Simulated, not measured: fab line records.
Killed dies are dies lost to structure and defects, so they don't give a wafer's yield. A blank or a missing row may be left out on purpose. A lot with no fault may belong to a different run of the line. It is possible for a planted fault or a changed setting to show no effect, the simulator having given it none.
Which tool is to blame?	flow sky130	Sampling: 14 lots, 42 wafers, 5 of 708 route steps

== WHAT EACH GAUGE READ, for each wafer ==
SKY_SPACER_THK_MEAS_01.
lot	measured	on	SPACER_CVD_00_THK (nm)
L429	day 22 21:43	filmMetro-03	43.4 43.3 43.7
L430	day 23 07:21	filmMetro-02	43.7 43.6 43.3
L431	day 23 09:47	filmMetro-01	44.0 43.9 43.9
L434	day 25 06:46	filmMetro-03	43.2 43.4 43.2
L435	day 25 06:46	filmMetro-02	42.9 43.8 43.5
L436	day 25 18:28	filmMetro-03	42.3 42.5 42.3
L437	day 26 14:04	filmMetro-03	42.9 42.9 42.9
L440	day 27 01:53	filmMetro-01	43.2 42.8 42.9
L443	day 28 19:58	filmMetro-01	42.8 43.3 43.2
L444	day 28 23:35	filmMetro-02	43.5 43.1 43.4
L445	day 29 01:08	filmMetro-01	42.9 42.4 43.1
L446	day 29 03:24	filmMetro-03	42.6 42.4 42.8
L449	day 29 17:59	filmMetro-03	43.1 42.8 43.1
L452	day 30 21:47	filmMetro-03	42.8 43.0 42.8

SKY_SD_P_CD_MEAS_07: target cd 380 nm.
lot	measured	on	cdNm (nm)
L429	day 25 10:19	cdSem-02	378.8 380.6 378.2
L430	day 25 17:49	cdSem-01	383.4 384.0 383.1
L431	day 25 20:26	cdSem-02	384.6 385.3 382.9
L434	day 27 16:17	cdSem-01	378.1 381.5 379.2
L435	day 27 16:37	cdSem-02	379.2 376.4 376.0
L436	day 28 03:44	cdSem-02	382.2 380.9 382.8
L437	day 28 23:46	cdSem-01	379.9 382.8 380.4
L440	day 29 10:00	cdSem-01	379.9 379.6 380.4
L443	day 31 02:31	cdSem-02	383.0 380.2 380.1
L444	day 31 07:23	cdSem-02	459.7 460.5 462.4
L445	day 31 09:17	cdSem-02	461.0 460.1 460.8
L446	day 31 10:46	cdSem-01	378.5 380.5 381.7
L449	day 32 01:32	cdSem-02	382.4 381.5 382.2
L452	day 33 04:26	cdSem-01	374.5 377.0 377.5

== WHICH TOOL RAN EACH LOT (tool, then ch and the chambers of the sampled wafers, then the start) ==
lot	SKY_LDD_LDN_STRIP_12	SKY_POLY_CUT_STRIP_12	SKY_SD_P_COAT_02
L429	plasmaAsher-03 ch 0,1, day 22 20:17	plasmaAsher-04 ch 0,1, day 24 04:53	lithoTrack-03 ch 0, day 24 19:35
L430	plasmaAsher-03 ch 0,1, day 23 05:55	plasmaAsher-01 ch 1, day 24 12:50	lithoTrack-03 ch 0, day 25 03:46
L431	plasmaAsher-03 ch 0,1, day 23 08:22	plasmaAsher-01 ch 1, day 24 15:38	lithoTrack-04 ch 0, day 25 05:58
L434	plasmaAsher-03 ch 0,1, day 25 04:29	plasmaAsher-03 ch 0,1, day 26 12:04	lithoTrack-02 ch 0, day 27 01:27
L435	plasmaAsher-02 ch 0,1, day 25 04:31	plasmaAsher-04 ch 0,1, day 26 12:17	lithoTrack-03 ch 0, day 27 01:43
L436	plasmaAsher-02 ch 0, day 25 16:07	plasmaAsher-04 ch 0, day 26 23:20	lithoTrack-04 ch 0, day 27 13:44
L437	plasmaAsher-01 ch 1, day 26 10:47	plasmaAsher-01 ch 0,1, day 27 19:31	lithoTrack-02 ch 0, day 28 09:37
L440	plasmaAsher-02 ch 0,1, day 27 00:28	plasmaAsher-04 ch 0,1, day 28 06:44	lithoTrack-04 ch 0, day 28 20:46
L443	plasmaAsher-02 ch 0,1, day 28 18:32	plasmaAsher-01 ch 0,1, day 29 23:26	lithoTrack-03 ch 0, day 30 12:46
L444	plasmaAsher-02 ch 0,1, day 28 20:46	plasmaAsher-01 ch 0,1, day 30 03:35	lithoTrack-04 ch 0, day 30 17:11
L445	plasmaAsher-03 ch 1, day 28 23:43	plasmaAsher-01 ch 0,1, day 30 05:56	lithoTrack-04 ch 0, day 30 19:28
L446	plasmaAsher-01 ch 0, day 29 00:58	plasmaAsher-01 ch 0,1, day 30 07:26	lithoTrack-03 ch 0, day 30 21:04
L449	plasmaAsher-01 ch 0,1, day 29 16:34	plasmaAsher-04 ch 0,1, day 30 22:02	lithoTrack-02 ch 0, day 31 11:24
L452	plasmaAsher-03 ch 0,1, day 30 19:50	plasmaAsher-01 ch 0,1, day 32 01:55	lithoTrack-03 ch 0, day 32 15:02
- SKY_LDD_LDN_STRIP_12: strips in O2/N2.
- SKY_POLY_CUT_STRIP_12: strips in O2/N2.
- SKY_SD_P_COAT_02: resist thk 1140 nm.

== AS READ BY THE TOOLS THEMSELVES (means over the sampled wafers that have a number; for cases with no such wafer, the mark the record gives instead) ==
SKY_LDD_LDN_STRIP_12.
lot	tool	drypumpMotorCurrentA (A)	n2FlowSccm (sccm)	oesProductAu (a.u.)	stripTimeToEndpointS (s)
L429	plasmaAsher-03	5.9	300.8	0.717	14.14
L430	plasmaAsher-03	5.9	300.5	0.713	14.17
L431	plasmaAsher-03	5.8	300.2	0.715	14.15
L434	plasmaAsher-03	5.9	299.8	0.711	14.23
L435	plasmaAsher-02	4.9	299.1	0.715	14.16
L436	plasmaAsher-02	5.0	300.9	0.717	14.19
L437	plasmaAsher-01	5.8	299.6	0.717	14.22
L440	plasmaAsher-02	5.0	300.3	0.718	14.25
L443	plasmaAsher-02	4.9	299.5	0.716	14.23
L444	plasmaAsher-02	5.0	299.1	0.713	14.14
L445	plasmaAsher-03	6.0	301.1	0.716	14.15
L446	plasmaAsher-01	5.3	299.6	0.718	14.10
L449	plasmaAsher-01	5.6	299.6	0.711	14.21
L452	plasmaAsher-03	5.9	300.0	0.716	14.24

SKY_POLY_CUT_STRIP_12.
lot	tool	drypumpMotorCurrentA (A)	n2FlowSccm (sccm)	oesProductAu (a.u.)	stripTimeToEndpointS (s)
L429	plasmaAsher-04	5.6	300.1	0.452	5.338
L430	plasmaAsher-01	5.8	300.7	0.452	5.371
L431	plasmaAsher-01	5.8	300.7	0.451	5.369
L434	plasmaAsher-03	5.9	300.1	0.450	5.366
L435	plasmaAsher-04	5.6	300.0	0.453	5.382
L436	plasmaAsher-04	5.0	298.2	0.449	5.383
L437	plasmaAsher-01	5.5	299.0	0.457	5.349
L440	plasmaAsher-04	5.3	300.1	0.454	5.365
L443	plasmaAsher-01	5.7	299.8	0.451	5.384
L444	plasmaAsher-01	5.7	299.9	0.454	5.354
L445	plasmaAsher-01	5.5	300.6	0.449	5.344
L446	plasmaAsher-01	5.6	299.6	0.446	5.363
L449	plasmaAsher-04	5.3	299.5	0.453	5.348
L452	plasmaAsher-01	5.7	300.5	0.452	5.363

SKY_SD_P_COAT_02.
lot	tool	chillPlateTempC (C)
L429	lithoTrack-03	22.96
L430	lithoTrack-03	23.10
L431	lithoTrack-04	23.06
L434	lithoTrack-02	23.04
L435	lithoTrack-03	22.83
L436	lithoTrack-04	23.00
L437	lithoTrack-02	22.96
L440	lithoTrack-04	23.02
L443	lithoTrack-03	23.08
L444	lithoTrack-04	22.93
L445	lithoTrack-04	22.84
L446	lithoTrack-03	23.07
L449	lithoTrack-02	22.86
L452	lithoTrack-03	22.94

== THE ANSWER, worked out from the rows above alone ==
Rule: the lots themselves supply what counts as usual. The widest of any qualifying gaps counts: lots, ordered by their means at a reading, are off when they make up no more than a third of the lots, leave a main group of 4 or more, and stand apart from it by 3 or more times the standard deviation of that group's means. A main group whose means are all the same, to the digits that the tables above print for the reading, isn't used. A lot without any number at a reading at which 4 lots or more have one is off too. Any other lot the step has rows for is counted as sound. After the gauges, taken in route order, come the tools' own readings; for these a lot's mean is taken, as printed above. The first step at which some lot is off is used, and at that step the reading that is off furthest; a lot without a number counts as furthest.
Off: L444, L445, at SKY_SD_P_CD_MEAS_07 (cdNm). Main group: mean 380.5 nm, sd 2.2.
If a tool, at a process step before that reading, ran all the lots that are off and no sound lot after the first of them, it fits. Those tools and the gauges at SKY_SD_P_CD_MEAS_07 are tried in the same way. One fits: lithoTrack-04 at SKY_SD_P_COAT_02. Its last sound lot is L440 (day 28 20:46), its first lot that is off L444 (day 30 17:11): a fault that began between those two fits.

== WHAT HAD BEEN PUT IN BY THE SIMULATOR ==
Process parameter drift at SKY_SD_P_COAT_02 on lithoTrack-04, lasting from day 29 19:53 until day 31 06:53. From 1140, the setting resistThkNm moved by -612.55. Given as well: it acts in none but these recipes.
Shown lots that were struck: L444, L445. The rule given above showed the same thing.
